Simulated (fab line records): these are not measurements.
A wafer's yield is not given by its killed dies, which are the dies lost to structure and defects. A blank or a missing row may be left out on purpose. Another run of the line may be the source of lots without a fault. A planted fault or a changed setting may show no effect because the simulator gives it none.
What tool caused it?	flow sky130	12 lots, 36 wafers sampled, at 4 steps of a route of 708

== WHAT THE GAUGES SHOWED, per wafer ==
SKY_PAD_OPEN_BOW_MEAS_13.
lot	measured	on	PAD_OPEN_BOW (um)
L177	day 46 05:52	filmMetro-01	62 53 49
L178	day 46 07:18	filmMetro-01	53 44 43
L179	day 46 18:50	filmMetro-04	56 72 63
L180	day 47 02:34	filmMetro-02	29 39 43
L182	day 47 11:13	filmMetro-02	57 51 41
L183	day 47 17:56	filmMetro-04	37 45 34
L185	day 47 22:40	filmMetro-01	53 51 45
L186	day 48 10:31	filmMetro-01	37 56 34
L189	day 48 17:53	filmMetro-02	58 58 52
L194	day 49 12:50	filmMetro-04	58 53 62
L198	day 50 14:16	filmMetro-04	49 54 43
L199	day 50 15:22	filmMetro-01	49 50 37

== WHICH TOOL RAN EACH LOT (tool, then ch and the chambers of the sampled wafers, then the start) ==
lot	SKY_METAL3_SPUTTER_01	SKY_VIA4_ETCH_12	SKY_VIA4_CMP_21
L177	pvdSputter-02, day 36 23:22	rieDiel-04 ch 1,3, day 43 08:42	cmp-02 ch 1,2,3, day 43 09:52
L178	pvdSputter-03, day 37 01:55	rieDiel-03 ch 2,3, day 43 09:25	cmp-01 ch 0,2,3, day 43 10:32
L179	pvdSputter-01, day 37 13:28	rieDiel-04 ch 0,1,3, day 43 20:38	cmp-01 ch 1,2,3, day 43 21:47
L180	pvdSputter-03, day 38 00:26	rieDiel-02 ch 0,2, day 44 05:37	cmp-02 ch 1,2, day 44 06:46
L182	pvdSputter-02, day 38 10:35	rieDiel-04 ch 0,3, day 44 15:29	cmp-02 ch 0,2,3, day 44 16:32
L183	pvdSputter-03, day 38 18:07	rieDiel-02 ch 0,2, day 44 22:25	cmp-01 ch 0,1,3, day 44 23:35
L185	pvdSputter-03, day 38 23:47	rieDiel-03 ch 2,3, day 45 02:55	cmp-01 ch 0,1,3, day 45 04:37
L186	pvdSputter-03, day 39 15:23	rieDiel-03 ch 1,2, day 45 15:34	cmp-01 ch 1,2,3, day 45 16:47
L189	pvdSputter-03, day 40 01:49	rieDiel-03 ch 1,2, day 46 00:26	cmp-02 ch 0,1,2, day 46 01:37
L194	pvdSputter-03, day 41 03:01	rieDiel-04 ch 1,3, day 47 00:01	cmp-01 ch 1,2,3, day 47 01:12
L198	pvdSputter-02, day 42 14:22	rieDiel-04 ch 0,1,3, day 48 05:43	cmp-01 ch 1,3, day 48 06:50
L199	pvdSputter-01, day 42 15:31	rieDiel-03 ch 0,1,2, day 48 07:05	cmp-02 ch 0,1,2, day 48 08:11
- SKY_METAL3_SPUTTER_01: material TiN, target thk 20 nm, time 16.7 s.
- SKY_VIA4_ETCH_12: etches SiO2 in C4F8/O2/Ar, stops on TiN, target depth 580 nm.
- SKY_VIA4_CMP_21: polishes, stops on SiO2, t overpolish 25 s, target thk 0 nm.

== WHAT THE TOOLS THEMSELVES READ (means of the sampled wafers that have a number; where no wafer has one, the mark that the record gives instead) ==
SKY_METAL3_SPUTTER_01.
lot	tool	throttleValvePct (%)
L177	pvdSputter-02	31.8
L178	pvdSputter-03	28.4
L179	pvdSputter-01	29.8
L180	pvdSputter-03	30.5
L182	pvdSputter-02	31.4
L183	pvdSputter-03	29.0
L185	pvdSputter-03	28.8
L186	pvdSputter-03	30.5
L189	pvdSputter-03	29.6
L194	pvdSputter-03	29.6
L198	pvdSputter-02	31.6
L199	pvdSputter-01	29.6

SKY_VIA4_ETCH_12.
lot	tool	oesProductAu (a.u.)
L177	rieDiel-04	0.927
L178	rieDiel-03	0.921
L179	rieDiel-04	0.929
L180	rieDiel-02	0.926
L182	rieDiel-04	0.928
L183	rieDiel-02	0.919
L185	rieDiel-03	0.924
L186	rieDiel-03	0.927
L189	rieDiel-03	0.927
L194	rieDiel-04	0.927
L198	rieDiel-04	0.922
L199	rieDiel-03	0.928

SKY_VIA4_CMP_21.
lot	tool	motorCurrentA (A)	overpolishRunS (s)	retainingRingPressureFrac	timeToEndpointS (s)
L177	cmp-02	12.1	24.992	1.000	119
L178	cmp-01	10.0	25.000	0.999	126
L179	cmp-01	10.5	25.010	1.001	129
L180	cmp-02	11.6	24.997	0.997	116
L182	cmp-02	12.3	25.002	1.002	125
L183	cmp-01	9.8	25.004	1.003	121
L185	cmp-01	10.0	25.002	0.997	119
L186	cmp-01	10.2	25.001	1.001	118
L189	cmp-02	11.4	25.000	1.002	119
L194	cmp-01	10.4	24.999	0.997	123
L198	cmp-01	10.6	24.992	1.000	121
L199	cmp-02	11.4	25.004	0.999	125

== THE ANSWER, worked out from the rows above alone ==
Rule: usual is defined by the lots themselves. The widest of any qualifying gaps counts: lots, ordered by their means at a reading, are off when they make up no more than a third of the lots, leave a main group of 4 or more, and stand apart from it by 3 or more times the standard deviation of that group's means. Not used: any main group whose means are identical at the precision the tables above print for the reading. A lot without any number at a reading at which 4 lots or more have one is off too. Where the step has rows for the other lots, those lots are counted as sound. The gauges are gone through in route order, then the tools' own readings, and for those a lot's mean is taken as printed above. At the first step where some lot is off, the reading lying furthest off is the one used; lots without a number count as furthest.
No lot is off at any reading shown: from this, nothing can be told.

== WHAT WAS PUT IN BY THE SIMULATOR ==
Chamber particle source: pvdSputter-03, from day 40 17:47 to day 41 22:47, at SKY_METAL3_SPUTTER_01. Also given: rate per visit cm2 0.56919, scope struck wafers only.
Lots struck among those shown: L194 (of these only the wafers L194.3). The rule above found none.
